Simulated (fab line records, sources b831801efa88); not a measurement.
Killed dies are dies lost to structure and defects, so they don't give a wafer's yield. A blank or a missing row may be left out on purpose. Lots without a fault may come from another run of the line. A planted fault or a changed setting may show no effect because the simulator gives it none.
Which tool did it? | flow gf180mcu | 24 lots, 72 wafers sampled, at 6 steps of a route of 602

WHAT THE GAUGES READ, wafer by wafer
GF_V2_CD_MEAS_14: target cd 260 nm.
lot  | measured     | on        | cd_nm (nm)
L074 | day 20 05:23 | cd_sem-01 | 257.7 258.1 259.6
L075 | day 20 12:25 | cd_sem-02 | 262.9 263.2 263.0
L076 | day 21 01:02 | cd_sem-01 | 262.7 260.8 262.2
L077 | day 21 12:41 | cd_sem-01 | 260.5 258.8 259.9
L078 | day 21 19:15 | cd_sem-02 | 261.8 261.6 262.8
L079 | day 22 07:22 | cd_sem-02 | 257.4 256.9 256.6
L080 | day 22 18:09 | cd_sem-02 | 259.7 259.7 261.8
L081 | day 23 05:11 | cd_sem-01 | 261.0 258.7 259.8
L082 | day 23 11:57 | cd_sem-01 | 261.0 259.8 261.4
L083 | day 23 18:09 | cd_sem-02 | 261.0 260.9 261.8
L084 | day 24 05:06 | cd_sem-01 | 259.5 258.1 258.8
L085 | day 24 06:37 | cd_sem-01 | 260.6 261.0 261.1
L086 | day 25 00:55 | cd_sem-02 | 260.5 260.4 261.0
L087 | day 25 02:31 | cd_sem-01 | 261.5 260.9 260.2
L088 | day 25 10:19 | cd_sem-01 | 260.2 258.9 259.6
L089 | day 25 15:58 | cd_sem-01 | 261.0 259.7 261.2
L090 | day 26 02:03 | cd_sem-01 | 261.1 261.9 259.9
L091 | day 26 06:17 | cd_sem-01 | 258.5 258.8 258.8
L092 | day 26 14:33 | cd_sem-01 | 260.4 261.7 260.7
L093 | day 26 20:20 | cd_sem-01 | 260.1 259.3 259.6
L094 | day 27 05:31 | cd_sem-02 | 260.0 259.9 261.0
L095 | day 27 09:16 | cd_sem-02 | 258.9 258.7 258.3
L096 | day 27 16:19 | cd_sem-01 | 257.0 258.0 256.8
L097 | day 27 22:19 | cd_sem-02 | 260.7 260.7 260.7

GF_PASSIVATION_BOW_MEAS_14.
lot  | measured     | on            | PASSIVATION_BOW (um)
L074 | day 29 00:46 | film_metro-03 | 126 127 120
L075 | day 29 05:23 | film_metro-03 | 127 140 133
L076 | day 29 15:29 | film_metro-01 | 137 146 137
L077 | day 30 01:39 | film_metro-03 | 146 153 143
L078 | day 30 06:37 | film_metro-04 | 134 131 143
L079 | day 30 15:43 | film_metro-03 | 141 136 145
L080 | day 30 22:50 | film_metro-03 | 139 142 135
L081 | day 31 08:11 | film_metro-04 | 141 130 132
L082 | day 31 15:41 | film_metro-01 | 127 117 123
L083 | day 32 03:30 | film_metro-04 | 147 148 145
L084 | day 32 03:51 | film_metro-03 | 129 137 147
L085 | day 32 05:51 | film_metro-01 | 140 142 135
L086 | day 32 19:19 | film_metro-01 | 143 137 139
L087 | day 32 20:25 | film_metro-03 | 139 121 139
L088 | day 33 02:07 | film_metro-03 | 138 140 141
L089 | day 33 05:45 | film_metro-03 | 136 144 142
L090 | day 33 11:57 | film_metro-03 | 140 128 133
L091 | day 33 17:03 | film_metro-04 | 146 157 149
L092 | day 33 22:56 | film_metro-03 | 127 118 127
L093 | day 34 02:34 | film_metro-04 | 133 128 122
L094 | day 34 10:53 | film_metro-01 | 152 142 153
L095 | day 34 14:12 | film_metro-03 | 148 138 132
L096 | day 34 17:41 | film_metro-04 | 140 137 143
L097 | day 34 23:48 | film_metro-01 | 130 134 124

WHICH TOOL RAN EACH LOT (tool, then ch and the chambers of the sampled wafers, then the start)
lot  | GF_M2_METAL_ETCH_16               | GF_M4_METAL_ETCH_16               | GF_M5_ETCH_09                      | GF_V5_CVD_02
L074 | rie_metal-03 ch 0,1, day 19 03:00 | rie_metal-04 ch 0,1, day 23 09:36 | rie_diel-01 ch 0,1,2, day 26 06:43 | pecvd-02 ch 0,2, day 26 07:32
L075 | rie_metal-03 ch 0,1, day 19 11:08 | rie_metal-02 ch 0,1, day 23 15:39 | rie_diel-04 ch 0,1,3, day 26 12:24 | pecvd-01 ch 0,1,2, day 26 13:16
L076 | rie_metal-04 ch 0,1, day 20 00:06 | rie_metal-02 ch 0,1, day 24 03:23 | rie_diel-03 ch 1,2, day 26 23:26   | pecvd-01 ch 0,1, day 27 00:14
L077 | rie_metal-02 ch 0,1, day 20 11:50 | rie_metal-04 ch 0,1, day 24 14:38 | rie_diel-04 ch 1,2,3, day 27 09:17 | pecvd-02 ch 0,1, day 27 10:07
L078 | rie_metal-02 ch 0, day 20 17:59   | rie_metal-02 ch 0,1, day 24 20:48 | rie_diel-03 ch 0,1, day 27 15:41   | pecvd-03 ch 0,1, day 27 16:31
L079 | rie_metal-02 ch 0,1, day 21 06:43 | rie_metal-02 ch 0,1, day 25 07:09 | rie_diel-01 ch 0,2,3, day 28 00:14 | pecvd-02 ch 0,1,2, day 28 01:05
L080 | rie_metal-02 ch 0,1, day 21 17:04 | rie_metal-01 ch 0,1, day 25 17:54 | rie_diel-01 ch 2,3, day 28 09:22   | pecvd-02 ch 0,1, day 28 10:10
L081 | rie_metal-04 ch 1, day 22 04:18   | rie_metal-01 ch 0,1, day 26 03:35 | rie_diel-04 ch 1,2,3, day 28 18:59 | pecvd-02 ch 0,2, day 28 19:47
L082 | rie_metal-04 ch 1, day 22 11:02   | rie_metal-04 ch 0,1, day 26 10:27 | rie_diel-04 ch 0,1,2, day 29 01:59 | pecvd-03 ch 0,1, day 29 02:49
L083 | rie_metal-04 ch 0,1, day 22 18:27 | rie_metal-04 ch 0,1, day 26 15:41 | rie_diel-01 ch 0,1,3, day 29 14:35 | pecvd-02 ch 0,1, day 29 15:51
L084 | rie_metal-02 ch 0, day 23 05:12   | rie_metal-01 ch 0,1, day 27 02:18 | rie_diel-04 ch 0,2,3, day 29 16:40 | pecvd-01 ch 0,1,2, day 29 17:28
L085 | rie_metal-03 ch 0,1, day 23 06:41 | rie_metal-02 ch 1, day 27 03:36   | rie_diel-01 ch 0,2,3, day 29 17:08 | pecvd-02 ch 0,2, day 29 18:01
L086 | rie_metal-03 ch 0,1, day 24 01:54 | rie_metal-04 ch 0,1, day 27 20:02 | rie_diel-01 ch 2,3, day 30 08:10   | pecvd-01 ch 0,1,2, day 30 08:57
L087 | rie_metal-04 ch 0,1, day 24 03:30 | rie_metal-02 ch 0,1, day 27 21:39 | rie_diel-01 ch 0,2, day 30 09:52   | pecvd-02 ch 0,2, day 30 10:40
L088 | rie_metal-02 ch 0,1, day 24 11:26 | rie_metal-04 ch 0,1, day 28 03:32 | rie_diel-01 ch 0,2,3, day 30 16:08 | pecvd-03 ch 0,2, day 30 16:56
L089 | rie_metal-04 ch 0,1, day 24 16:59 | rie_metal-01 ch 0,1, day 28 10:24 | rie_diel-04 ch 1,2, day 30 22:05   | pecvd-02 ch 1,2, day 30 22:52
L090 | rie_metal-04 ch 0,1, day 25 03:30 | rie_metal-01 ch 0,1, day 28 19:30 | rie_diel-03 ch 1,2,3, day 31 06:03 | pecvd-02 ch 0,1,2, day 31 06:52
L091 | rie_metal-04 ch 0,1, day 25 08:03 | rie_metal-04 ch 0,1, day 28 23:23 | rie_diel-01 ch 0,2,3, day 31 09:55 | pecvd-01 ch 0,1,2, day 31 10:43
L092 | rie_metal-04 ch 0,1, day 25 15:35 | rie_metal-02 ch 0,1, day 29 05:47 | rie_diel-03 ch 0,2,3, day 31 15:38 | pecvd-02 ch 1,2, day 31 16:28
L093 | rie_metal-02 ch 0, day 25 21:56   | rie_metal-02 ch 0,1, day 29 12:08 | rie_diel-03 ch 2,3, day 31 21:53   | pecvd-02 ch 1,2, day 31 23:07
L094 | rie_metal-02 ch 0,1, day 26 07:27 | rie_metal-01 ch 0,1, day 29 20:14 | rie_diel-01 ch 2,3, day 32 04:50   | pecvd-03 ch 0,1, day 32 05:44
L095 | rie_metal-03 ch 0,1, day 26 12:03 | rie_metal-01 ch 1, day 29 23:38   | rie_diel-03 ch 2,3, day 32 08:15   | pecvd-01 ch 0,1, day 32 09:17
L096 | rie_metal-03 ch 0,1, day 26 18:00 | rie_metal-01 ch 1, day 30 06:18   | rie_diel-01 ch 0,1,3, day 32 13:52 | pecvd-02 ch 1,2, day 32 14:39
L097 | rie_metal-04 ch 0,1, day 27 00:45 | rie_metal-01 ch 0,1, day 30 13:09 | rie_diel-01 ch 0,1,2, day 32 20:03 | pecvd-01 ch 0,1,2, day 32 20:53
- GF_M2_METAL_ETCH_16: etches the open film in Cl2/BCl3, stops on SiO2, target depth 750.8 nm, time 125.1 s.
- GF_M4_METAL_ETCH_16: etches the open film in Cl2/BCl3, stops on SiO2, target depth 750.8 nm, time 125.1 s.
- GF_M5_ETCH_09: etches Si3N4 in CF4/O2, target depth 52 nm, time 11.6 s.
- GF_V5_CVD_02: deposits SiO2 from TEOS, target thk 1450 nm, time 163.28 s.

WHAT THE TOOLS THEMSELVES READ (means of the sampled wafers that have a number; where no wafer has one, the mark that the record gives instead)
GF_M2_METAL_ETCH_16.
lot  | tool         | drypump_motor_current_A (A) | oes_product_au (a.u.) | throttle_valve_pct (%)
L074 | rie_metal-03 | 5.5                         | 0.993                 | 28.225
L075 | rie_metal-03 | 5.7                         | 0.991                 | 28.227
L076 | rie_metal-04 | 6.3                         | 0.988                 | 28.235
L077 | rie_metal-02 | 5.6                         | 0.987                 | 28.236
L078 | rie_metal-02 | 5.4                         | 0.992                 | 28.232
L079 | rie_metal-02 | 5.6                         | 0.985                 | 28.231
L080 | rie_metal-02 | 5.6                         | 0.984                 | 28.228
L081 | rie_metal-04 | 6.4                         | 0.987                 | 28.238
L082 | rie_metal-04 | 6.4                         | 0.988                 | 28.237
L083 | rie_metal-04 | 6.3                         | 0.987                 | 28.228
L084 | rie_metal-02 | 5.4                         | 0.986                 | 28.229
L085 | rie_metal-03 | 5.5                         | 0.994                 | 28.231
L086 | rie_metal-03 | 5.5                         | 0.984                 | 28.228
L087 | rie_metal-04 | 6.2                         | 0.992                 | 28.234
L088 | rie_metal-02 | 5.6                         | 0.990                 | 28.236
L089 | rie_metal-04 | 6.2                         | 0.988                 | 28.230
L090 | rie_metal-04 | 6.2                         | 0.982                 | 28.237
L091 | rie_metal-04 | 6.2                         | 0.984                 | 28.235
L092 | rie_metal-04 | 6.2                         | 0.989                 | 28.235
L093 | rie_metal-02 | 5.4                         | 0.989                 | 28.226
L094 | rie_metal-02 | 5.8                         | 0.992                 | 28.232
L095 | rie_metal-03 | 5.5                         | 0.995                 | 28.225
L096 | rie_metal-03 | 5.7                         | 0.994                 | 28.218
L097 | rie_metal-04 | 6.2                         | 0.993                 | 28.232

GF_M4_METAL_ETCH_16.
lot  | tool         | drypump_motor_current_A (A) | oes_product_au (a.u.) | throttle_valve_pct (%)
L074 | rie_metal-04 | 6.2                         | 0.984                 | 28.228
L075 | rie_metal-02 | 5.8                         | 0.986                 | 28.227
L076 | rie_metal-02 | 5.6                         | 0.991                 | 28.227
L077 | rie_metal-04 | 6.3                         | 0.989                 | 28.235
L078 | rie_metal-02 | 5.6                         | 0.995                 | 28.226
L079 | rie_metal-02 | 5.6                         | 0.993                 | 28.230
L080 | rie_metal-01 | 5.9                         | 0.985                 | 28.242
L081 | rie_metal-01 | 6.1                         | 0.989                 | 28.242
L082 | rie_metal-04 | 6.2                         | 0.990                 | 28.232
L083 | rie_metal-04 | 6.3                         | 0.989                 | 28.242
L084 | rie_metal-01 | 6.1                         | 0.988                 | 28.231
L085 | rie_metal-02 | 6.0                         | 0.990                 | 28.224
L086 | rie_metal-04 | 6.3                         | 0.994                 | 28.231
L087 | rie_metal-02 | 5.6                         | 0.985                 | 28.234
L088 | rie_metal-04 | 6.2                         | 0.988                 | 28.218
L089 | rie_metal-01 | 5.9                         | 0.987                 | 28.233
L090 | rie_metal-01 | 5.9                         | 0.989                 | 28.227
L091 | rie_metal-04 | 6.3                         | 0.991                 | 28.224
L092 | rie_metal-02 | 5.6                         | 0.991                 | 28.224
L093 | rie_metal-02 | 5.6                         | 0.994                 | 28.229
L094 | rie_metal-01 | 5.9                         | 0.985                 | 28.245
L095 | rie_metal-01 | 5.7                         | 0.983                 | 28.245
L096 | rie_metal-01 | 5.7                         | 0.986                 | 28.241
L097 | rie_metal-01 | 6.1                         | 0.990                 | 28.237

GF_M5_ETCH_09.
lot  | tool        | O2_flow_sccm (sccm) | drypump_motor_current_A (A) | oes_product_au (a.u.) | throttle_valve_pct (%)
L074 | rie_diel-01 | 10.007              | 5.4                         | 0.997                 | 5.971
L075 | rie_diel-04 | 9.996               | 5.7                         | 0.991                 | 5.967
L076 | rie_diel-03 | 9.968               | 5.8                         | 0.998                 | 5.968
L077 | rie_diel-04 | 10.013              | 5.6                         | 0.995                 | 5.978
L078 | rie_diel-03 | 9.997               | 5.0                         | 1.002                 | 5.972
L079 | rie_diel-01 | 9.967               | 5.6                         | 1.005                 | 5.971
L080 | rie_diel-01 | 9.991               | 5.4                         | 1.003                 | 5.964
L081 | rie_diel-04 | 10.002              | 5.7                         | 1.005                 | 5.968
L082 | rie_diel-04 | 10.026              | 5.7                         | 1.002                 | 5.970
L083 | rie_diel-01 | 9.976               | 5.4                         | 1.002                 | 5.975
L084 | rie_diel-04 | 10.017              | 5.6                         | 0.996                 | 5.968
L085 | rie_diel-01 | 10.022              | 5.5                         | 1.003                 | 5.972
L086 | rie_diel-01 | 10.007              | 5.5                         | 1.014                 | 5.976
L087 | rie_diel-01 | 9.998               | 5.7                         | 1.001                 | 5.973
L088 | rie_diel-01 | 10.005              | 5.6                         | 1.006                 | 5.972
L089 | rie_diel-04 | 10.020              | 5.7                         | 1.002                 | 5.974
L090 | rie_diel-03 | 10.018              | 5.8                         | 1.012                 | 5.965
L091 | rie_diel-01 | 10.026              | 5.6                         | 1.003                 | 5.975
L092 | rie_diel-03 | 10.027              | 5.5                         | 1.008                 | 5.969
L093 | rie_diel-03 | 9.991               | 5.9                         | 1.002                 | 5.976
L094 | rie_diel-01 | 10.005              | 5.5                         | 1.000                 | 5.968
L095 | rie_diel-03 | 10.028              | 5.9                         | 1.000                 | 5.972
L096 | rie_diel-01 | 10.020              | 5.4                         | 0.998                 | 5.973
L097 | rie_diel-01 | 9.991               | 5.4                         | 0.999                 | 5.983

GF_V5_CVD_02.
lot  | tool     | heater_power_w (W)
L074 | pecvd-02 | 579
L075 | pecvd-01 | 761
L076 | pecvd-01 | 810
L077 | pecvd-02 | 601
L078 | pecvd-03 | 578
L079 | pecvd-02 | 597
L080 | pecvd-02 | 587
L081 | pecvd-02 | 526
L082 | pecvd-03 | 629
L083 | pecvd-02 | 643
L084 | pecvd-01 | 726
L085 | pecvd-02 | 575
L086 | pecvd-01 | 748
L087 | pecvd-02 | 569
L088 | pecvd-03 | 677
L089 | pecvd-02 | 533
L090 | pecvd-02 | 566
L091 | pecvd-01 | 729
L092 | pecvd-02 | 602
L093 | pecvd-02 | 579
L094 | pecvd-03 | 624
L095 | pecvd-01 | 769
L096 | pecvd-02 | 637
L097 | pecvd-01 | 718

THE ANSWER, worked out from the rows above alone
Rule: what is usual is taken from the lots themselves. Put in order of their means at a reading, lots are off if they are a third of the lots or fewer, leave a main group of 4 or more, and stand apart from it by a gap of 3 or more times the standard deviation of the main group's means; of several such gaps the widest counts. A main group whose means are all the same, to the digits that the tables above print for the reading, isn't used. A lot without any number at a reading at which 4 lots or more have one is off too. The other lots that the step has rows for count as sound. The gauges are gone through in route order, then the tools' own readings, and for those a lot's mean is taken as printed above. The first step at which some lot is off is used, and at that step the reading that is off furthest; a lot without a number counts as furthest.
No lot is off at any reading shown: from this, nothing can be told.

WHAT THE SIMULATOR HAD PUT IN
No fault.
